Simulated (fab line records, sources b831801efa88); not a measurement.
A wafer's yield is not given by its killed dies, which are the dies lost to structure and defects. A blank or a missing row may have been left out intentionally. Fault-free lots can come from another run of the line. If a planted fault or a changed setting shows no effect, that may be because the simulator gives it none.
The tool behind it: which one? + flow gf180mcu + 13 lots, 39 wafers sampled, at 5 steps of a route of 602

WHAT EACH GAUGE READ, for each wafer
GF_DNWELL_TW_MEAS_09. Usual: DNWELL_TW gives 1350 (standard deviation 13).
| lot  | measured    | on           | DNWELL_TW      | flag |
|------|-------------|--------------|----------------|------|
| L704 | day 3 13:11 | filmMetro-03 | 1335 1340 1344 |      |
| L706 | day 3 21:22 | filmMetro-03 | 1341 1341 1345 |      |
| L707 | day 3 21:41 | filmMetro-03 | 1342 1336 1342 |      |
| L712 | day 4 17:20 | filmMetro-02 | 1120 1116 1118 | OFF  |
| L713 | day 4 21:26 | filmMetro-02 | 1126 1123 1128 | OFF  |
| L718 | day 5 21:38 | filmMetro-02 | 1367 1366 1368 |      |
| L719 | day 6 02:10 | filmMetro-02 | 1371 1371 1368 |      |
| L720 | day 6 08:09 | filmMetro-04 | 1348 1346 1349 |      |
| L721 | day 6 12:07 | filmMetro-04 | 1358 1356 1355 |      |
| L723 | day 6 22:23 | filmMetro-04 | 1360 1355 1356 |      |
| L725 | day 7 09:54 | filmMetro-02 | 1353 1339 1345 |      |
| L726 | day 7 13:57 | filmMetro-03 | 1330 1330 1324 |      |
| L727 | day 7 19:34 | filmMetro-04 | 1331 1343 1336 |      |

GF_NWELL_TW_MEAS_11. Usual: NWELL_TW gives 1577 (standard deviation 12).
| lot  | measured    | on           | NWELL_TW       | flag |
|------|-------------|--------------|----------------|------|
| L704 | day 4 01:09 | filmMetro-01 | 1585 1587 1580 |      |
| L706 | day 4 10:20 | filmMetro-03 | 1549 1569 1560 |      |
| L707 | day 4 10:26 | filmMetro-01 | 1586 1588 1588 |      |
| L712 | day 5 08:04 | filmMetro-02 | 1575 1582 1583 |      |
| L713 | day 5 11:53 | filmMetro-01 | 1586 1593 1582 |      |
| L718 | day 6 12:37 | filmMetro-03 | 1556 1563 1568 |      |
| L719 | day 6 17:45 | filmMetro-01 | 1576 1580 1583 |      |
| L720 | day 6 23:26 | filmMetro-02 | 1585 1588 1589 |      |
| L721 | day 7 03:37 | filmMetro-02 | 1573 1569 1565 |      |
| L723 | day 7 14:08 | filmMetro-03 | 1563 1557 1562 |      |
| L725 | day 8 01:53 | filmMetro-02 | 1590 1596 1585 |      |
| L726 | day 8 05:11 | filmMetro-02 | 1583 1589 1583 |      |
| L727 | day 8 10:46 | filmMetro-02 | 1587 1595 1584 |      |

GF_MVPSD_TW_MEAS_11. Usual: MVPSD_TW gives 554 (standard deviation 4.4).
| lot  | measured     | on           | MVPSD_TW    | flag |
|------|--------------|--------------|-------------|------|
| L704 | day 5 18:20  | filmMetro-03 | 547 549 548 |      |
| L706 | day 6 05:33  | filmMetro-03 | 548 550 549 |      |
| L707 | day 6 06:11  | filmMetro-02 | 554 558 557 |      |
| L712 | day 7 05:32  | filmMetro-02 | 548 549 551 |      |
| L713 | day 7 08:41  | filmMetro-02 | 549 552 551 |      |
| L718 | day 8 11:41  | filmMetro-03 | 547 548 550 |      |
| L719 | day 8 17:29  | filmMetro-02 | 560 559 558 |      |
| L720 | day 9 00:38  | filmMetro-01 | 556 558 556 |      |
| L721 | day 9 03:57  | filmMetro-01 | 557 560 559 |      |
| L723 | day 9 15:20  | filmMetro-02 | 558 557 561 |      |
| L725 | day 10 04:14 | filmMetro-02 | 560 556 556 |      |
| L726 | day 10 08:08 | filmMetro-02 | 558 559 557 |      |
| L727 | day 10 13:22 | filmMetro-03 | 548 550 552 |      |

WHAT TOOL EACH LOT RAN ON (gives the tool, then ch and the chambers of the sampled wafers, and finally the start)
| lot  | GF_DNWELL_IMPLANT_07           | GF_MVPSD_STRIP_10                   |
|------|--------------------------------|-------------------------------------|
| L704 | implanter-02 ch 0, day 3 12:56 | plasmaAsher-04 ch 0,1, day 5 18:14  |
| L706 | implanter-01 ch 0, day 3 21:08 | plasmaAsher-04 ch 0,1, day 6 05:28  |
| L707 | implanter-04 ch 0, day 3 21:26 | plasmaAsher-02 ch 0,1, day 6 06:05  |
| L712 | implanter-04 ch 0, day 4 17:05 | plasmaAsher-01 ch 1, day 7 05:26    |
| L713 | implanter-04 ch 0, day 4 21:11 | plasmaAsher-01 ch 0,1, day 7 08:35  |
| L718 | implanter-01 ch 0, day 5 21:23 | plasmaAsher-02 ch 0,1, day 8 11:35  |
| L719 | implanter-01 ch 0, day 6 01:56 | plasmaAsher-04 ch 0,1, day 8 17:25  |
| L720 | implanter-02 ch 0, day 6 07:55 | plasmaAsher-02 ch 0,1, day 9 00:32  |
| L721 | implanter-02 ch 0, day 6 11:53 | plasmaAsher-04 ch 0,1, day 9 03:52  |
| L723 | implanter-02 ch 0, day 6 22:08 | plasmaAsher-02 ch 0,1, day 9 15:14  |
| L725 | implanter-01 ch 0, day 7 09:40 | plasmaAsher-02 ch 0,1, day 10 04:08 |
| L726 | implanter-02 ch 0, day 7 13:43 | plasmaAsher-04 ch 1, day 10 08:02   |
| L727 | implanter-01 ch 0, day 7 19:22 | plasmaAsher-02 ch 0,1, day 10 13:16 |
- GF_DNWELL_IMPLANT_07
- GF_MVPSD_STRIP_10: strips in O2/N2.

WHAT THE TOOLS THEMSELVES READ (means of the sampled wafers that have a number; where no wafer has one, the mark that the record gives instead)
GF_DNWELL_IMPLANT_07. Usual: doseIonsCm2 1e+13, standard deviation 9.8e+09; faradayCurrentUA 56.3, standard deviation 1.1.
| lot  | tool         | doseIonsCm2 | faradayCurrentUA | flag |
|------|--------------|-------------|------------------|------|
| L704 | implanter-02 | 1e+13       | 56.8             |      |
| L706 | implanter-01 | 1e+13       | 54.9             |      |
| L707 | implanter-04 | 1e+13       | 56.9             |      |
| L712 | implanter-04 | 5e+12       | 29.8             | OFF  |
| L713 | implanter-04 | 5e+12       | 30.3             | OFF  |
| L718 | implanter-01 | 1e+13       | 57.1             |      |
| L719 | implanter-01 | 1e+13       | 56.1             |      |
| L720 | implanter-02 | 1e+13       | 56.0             |      |
| L721 | implanter-02 | 1e+13       | 56.8             |      |
| L723 | implanter-02 | 1e+13       | 55.7             |      |
| L725 | implanter-01 | 1e+13       | 57.0             |      |
| L726 | implanter-02 | 1e+13       | 56.9             |      |
| L727 | implanter-01 | 1e+13       | 55.9             |      |

GF_MVPSD_STRIP_10. Usual: chamberPressureMTorr 1499.9 mTorr, standard deviation 1.5; drypumpMotorCurrentA 5.6 A, standard deviation 0.36; heaterPowerW 335 W, standard deviation 41; oesProductAu 0.722 a.u., standard deviation 0.0044; stripTimeToEndpointS 36.95 s, standard deviation 0.099.
| lot  | tool           | chamberPressureMTorr (mTorr) | drypumpMotorCurrentA (A) | heaterPowerW (W) | oesProductAu (a.u.) | stripTimeToEndpointS (s) | flag |
|------|----------------|------------------------------|--------------------------|------------------|---------------------|--------------------------|------|
| L704 | plasmaAsher-04 | 1499.6                       | 5.7                      | 367              | 0.722               | 36.93                    |      |
| L706 | plasmaAsher-04 | 1501.6                       | 5.7                      | 375              | 0.722               | 36.96                    |      |
| L707 | plasmaAsher-02 | 1498.8                       | 5.4                      | 320              | 0.719               | 36.94                    |      |
| L712 | plasmaAsher-01 | 1498.4                       | 5.7                      | 301              | 0.725               | 36.90                    |      |
| L713 | plasmaAsher-01 | 1499.0                       | 5.6                      | 305              | 0.721               | 37.05                    |      |
| L718 | plasmaAsher-02 | 1500.6                       | 5.4                      | 312              | 0.719               | 37.04                    |      |
| L719 | plasmaAsher-04 | 1500.2                       | 5.7                      | 372              | 0.719               | 36.98                    |      |
| L720 | plasmaAsher-02 | 1500.4                       | 5.4                      | 323              | 0.728               | 36.92                    |      |
| L721 | plasmaAsher-04 | 1499.7                       | 5.7                      | 371              | 0.722               | 36.97                    |      |
| L723 | plasmaAsher-02 | 1499.9                       | 5.4                      | 326              | 0.721               | 36.97                    |      |
| L725 | plasmaAsher-02 | 1498.8                       | 5.4                      | 310              | 0.725               | 37.07                    |      |
| L726 | plasmaAsher-04 | 1500.3                       | 6.3                      | 302              | 0.720               | 36.82                    |      |
| L727 | plasmaAsher-02 | 1499.6                       | 5.4                      | 325              | 0.728               | 37.00                    |      |

THE ANSWER, worked out from the rows above alone
Rule: take the mean of a lot's wafers that have a number; if it is more than 3 standard deviations from the usual mean, the lot is off. Also off: a lot with no number at a reading for which 4 or more lots have one. The other lots that the step has rows for count as sound. Order of review: gauges by route order, followed by the tools' own readings, for which a lot's mean as printed above is used. At the first step where some lot is off, the reading lying furthest off is the one used; lots without a number count as furthest.
Off: L712, L713, seen at GF_DNWELL_TW_MEAS_09 (DNWELL_TW).
A tool fits if, at a process step before that reading, it ran every lot that is off, and no sound lot after the first of them. The gauges at GF_DNWELL_TW_MEAS_09 aren't tried: what is off there is off at GF_DNWELL_IMPLANT_07 too, on other tools, and a gauge's error can't cause that. One candidate fits, namely implanter-04 at GF_DNWELL_IMPLANT_07. Its last sound lot is L707 (day 3 21:26), its first lot that is off L712 (day 4 17:05): a fault that began between those two fits.
The tool's own readings at GF_DNWELL_IMPLANT_07 bear it out: on the lots that are off they differ by more than 5 times the standard deviation of the sound lots' means. doseIonsCm2 reads 5e+12 there against 1e+13 on the sound lots; faradayCurrentUA reads 30.1 there against 56.4 on the sound lots.

WHAT THE SIMULATOR HAD PUT IN
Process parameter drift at GF_DNWELL_IMPLANT_07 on implanter-04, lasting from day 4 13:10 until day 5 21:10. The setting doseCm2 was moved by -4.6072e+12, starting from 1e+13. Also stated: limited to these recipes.
Struck lots among those shown: L712, L713. The rule given above showed the same thing.
